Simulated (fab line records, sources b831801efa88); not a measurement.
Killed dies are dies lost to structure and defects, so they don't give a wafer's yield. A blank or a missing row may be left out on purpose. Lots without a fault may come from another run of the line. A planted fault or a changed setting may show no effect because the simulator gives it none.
Which tool did it? | flow gf180mcu | 12 lots, 36 wafers sampled, at 5 steps of a route of 602

WHAT THE GAUGES READ, wafer by wafer
GF_VT_IMPLANT_RS_MEAS_47: measures by four-point-probe.
lot  | measured     | on            | NWELL_RS (ohm/sq)
L358 | day 7 13:43  | film_metro-03 | 489.8 488.6 490.5
L359 | day 8 00:02  | film_metro-03 | 487.6 487.2 488.6
L360 | day 8 04:22  | film_metro-03 | 488.1 486.9 487.7
L363 | day 9 02:45  | film_metro-03 | 484.4 487.0 486.9
L364 | day 9 05:00  | film_metro-03 | 487.4 488.2 487.8
L365 | day 9 22:38  | film_metro-03 | 489.6 488.7 489.9
L373 | day 11 23:47 | film_metro-01 | 488.6 487.6 489.5
L375 | day 12 11:19 | film_metro-03 | 485.6 484.8 484.0
L376 | day 12 20:34 | film_metro-01 | 488.5 488.6 488.1
L378 | day 13 07:30 | film_metro-01 | 487.8 487.5 487.0
L380 | day 13 22:03 | film_metro-01 | 486.3 486.1 485.5
L381 | day 14 03:34 | film_metro-04 | 487.4 486.9 486.4

GF_HV_LDD_OVL_MEAS_47.
lot  | measured     | on         | HV_LDD_03_OVL (nm)
L358 | day 12 09:59 | overlay-01 | 1.5 1.4 0.7
L359 | day 13 00:48 | overlay-02 | -0.1 0.4 0.5
L360 | day 13 03:10 | overlay-02 | -2.4 -2.5 -2.3
L363 | day 14 08:33 | overlay-02 | -0.7 -0.5 -2.6
L364 | day 14 10:21 | overlay-01 | -0.5 0.1 -1.5
L365 | day 15 07:29 | overlay-02 | -2.6 -2.3 -2.7
L373 | day 17 16:41 | overlay-02 | -1.5 -1.4 -2.1
L375 | day 18 07:41 | overlay-01 | 1.5 1.9 1.9
L376 | day 18 20:59 | overlay-02 | 1.4 1.5 0.6
L378 | day 19 08:35 | overlay-02 | 0.5 -1.0 -0.9
L380 | day 20 00:47 | overlay-01 | -1.9 -2.7 -2.4
L381 | day 20 07:09 | overlay-02 | -0.5 -2.0 -1.3

GF_HV_LDD_THK_MEAS_57.
lot  | measured     | on            | HV_LDD_CVD_56_THK (nm)
L358 | day 12 13:08 | film_metro-04 | 90.7 91.1 90.2
L359 | day 13 03:56 | film_metro-04 | 90.5 90.5 89.8
L360 | day 13 06:28 | film_metro-03 | 90.2 90.0 88.9
L363 | day 14 12:22 | film_metro-04 | 103.9 103.9 103.4
L364 | day 14 15:21 | film_metro-01 | 104.3 104.3 105.5
L365 | day 15 10:36 | film_metro-04 | 91.3 91.6 91.4
L373 | day 17 19:47 | film_metro-01 | 89.7 89.6 90.3
L375 | day 18 10:47 | film_metro-01 | 88.1 88.8 89.3
L376 | day 19 00:05 | film_metro-04 | 89.3 89.1 88.1
L378 | day 19 12:25 | film_metro-03 | 89.4 89.6 89.5
L380 | day 20 03:53 | film_metro-04 | 89.3 88.7 89.1
L381 | day 20 10:15 | film_metro-03 | 89.6 89.4 89.7

WHICH TOOL RAN EACH LOT (tool, then ch and the chambers of the sampled wafers, then the start)
lot  | GF_HV_LDD_STRIP_22                   | GF_HV_LDD_CVD_56
L358 | plasma_asher-02 ch 0,1, day 10 20:08 | lpcvd-01 ch 0, day 12 11:42
L359 | plasma_asher-02 ch 0,1, day 11 09:44 | lpcvd-02 ch 1, day 13 02:31
L360 | plasma_asher-02 ch 0,1, day 11 10:47 | lpcvd-02 ch 1, day 13 05:01
L363 | plasma_asher-01 ch 0,1, day 12 15:16 | lpcvd-01 ch 1, day 14 10:12
L364 | plasma_asher-04 ch 0,1, day 12 16:32 | lpcvd-01 ch 0, day 14 13:13
L365 | plasma_asher-01 ch 0,1, day 13 12:38 | lpcvd-02 ch 1, day 15 09:11
L373 | plasma_asher-01 ch 0,1, day 15 18:14 | lpcvd-01 ch 1, day 17 18:22
L375 | plasma_asher-04 ch 0,1, day 16 07:14 | lpcvd-02 ch 0, day 18 09:21
L376 | plasma_asher-04 ch 0,1, day 16 20:11 | lpcvd-01 ch 0, day 18 22:39
L378 | plasma_asher-02 ch 0,1, day 17 07:29 | lpcvd-01 ch 0, day 19 10:16
L380 | plasma_asher-01 ch 0,1, day 17 22:59 | lpcvd-01 ch 1, day 20 02:27
L381 | plasma_asher-04 ch 0,1, day 18 04:44 | lpcvd-01 ch 0, day 20 08:49
- GF_HV_LDD_STRIP_22: strips in O2/N2.
- GF_HV_LDD_CVD_56: deposits Si3N4 from DCS/NH3, target thk 90 nm, time 1543 s.

WHAT THE TOOLS THEMSELVES READ (means of the sampled wafers that have a number; where no wafer has one, the mark that the record gives instead)
GF_HV_LDD_STRIP_22.
lot  | tool            | drypump_motor_current_A (A) | heater_power_w (W) | o2_flow_sccm (sccm) | oes_product_au (a.u.) | strip_time_to_endpoint_s (s)
L358 | plasma_asher-02 | 5.5                         | 290                | 3004                | 0.715                 | 12.60
L359 | plasma_asher-02 | 5.5                         | 294                | 2998                | 0.717                 | 12.62
L360 | plasma_asher-02 | 5.5                         | 288                | 2998                | 0.714                 | 12.63
L363 | plasma_asher-01 | 5.7                         | 378                | 2999                | 0.717                 | 12.65
L364 | plasma_asher-04 | 5.3                         | 297                | 3002                | 0.716                 | 12.59
L365 | plasma_asher-01 | 5.7                         | 372                | 3006                | 0.716                 | 12.62
L373 | plasma_asher-01 | 5.6                         | 378                | 3013                | 0.720                 | 12.62
L375 | plasma_asher-04 | 5.2                         | 304                | 3005                | 0.719                 | 12.65
L376 | plasma_asher-04 | 5.1                         | 312                | 3003                | 0.718                 | 12.65
L378 | plasma_asher-02 | 5.5                         | 288                | 2994                | 0.716                 | 12.63
L380 | plasma_asher-01 | 5.8                         | 370                | 2997                | 0.715                 | 12.63
L381 | plasma_asher-04 | 5.0                         | 316                | 2999                | 0.716                 | 12.63

GF_HV_LDD_CVD_56.
lot  | tool     | susceptor_temp_C (C)
L358 | lpcvd-01 | 770.0
L359 | lpcvd-02 | 770.5
L360 | lpcvd-02 | 770.0
L363 | lpcvd-01 | 770.1
L364 | lpcvd-01 | 769.8
L365 | lpcvd-02 | 769.8
L373 | lpcvd-01 | 770.0
L375 | lpcvd-02 | 769.9
L376 | lpcvd-01 | 769.9
L378 | lpcvd-01 | 769.7
L380 | lpcvd-01 | 770.0
L381 | lpcvd-01 | 769.5

THE ANSWER, worked out from the rows above alone
Rule: what is usual is taken from the lots themselves. Put in order of their means at a reading, lots are off if they are a third of the lots or fewer, leave a main group of 4 or more, and stand apart from it by a gap of 3 or more times the standard deviation of the main group's means; of several such gaps the widest counts. A main group whose means are all the same, to the digits that the tables above print for the reading, isn't used. A lot without any number at a reading at which 4 lots or more have one is off too. The other lots that the step has rows for count as sound. The gauges are gone through in route order, then the tools' own readings, and for those a lot's mean is taken as printed above. The first step at which some lot is off is used, and at that step the reading that is off furthest; a lot without a number counts as furthest.
Off: L363, L364, at GF_HV_LDD_THK_MEAS_57 (HV_LDD_CVD_56_THK). The main group: mean 89.8 nm, standard deviation 0.8.
A tool fits if, at a process step before that reading, it ran every lot that is off, and no sound lot after the first of them. The gauges at GF_HV_LDD_THK_MEAS_57 are tried like those tools. None of those tried fits.

WHAT THE SIMULATOR HAD PUT IN
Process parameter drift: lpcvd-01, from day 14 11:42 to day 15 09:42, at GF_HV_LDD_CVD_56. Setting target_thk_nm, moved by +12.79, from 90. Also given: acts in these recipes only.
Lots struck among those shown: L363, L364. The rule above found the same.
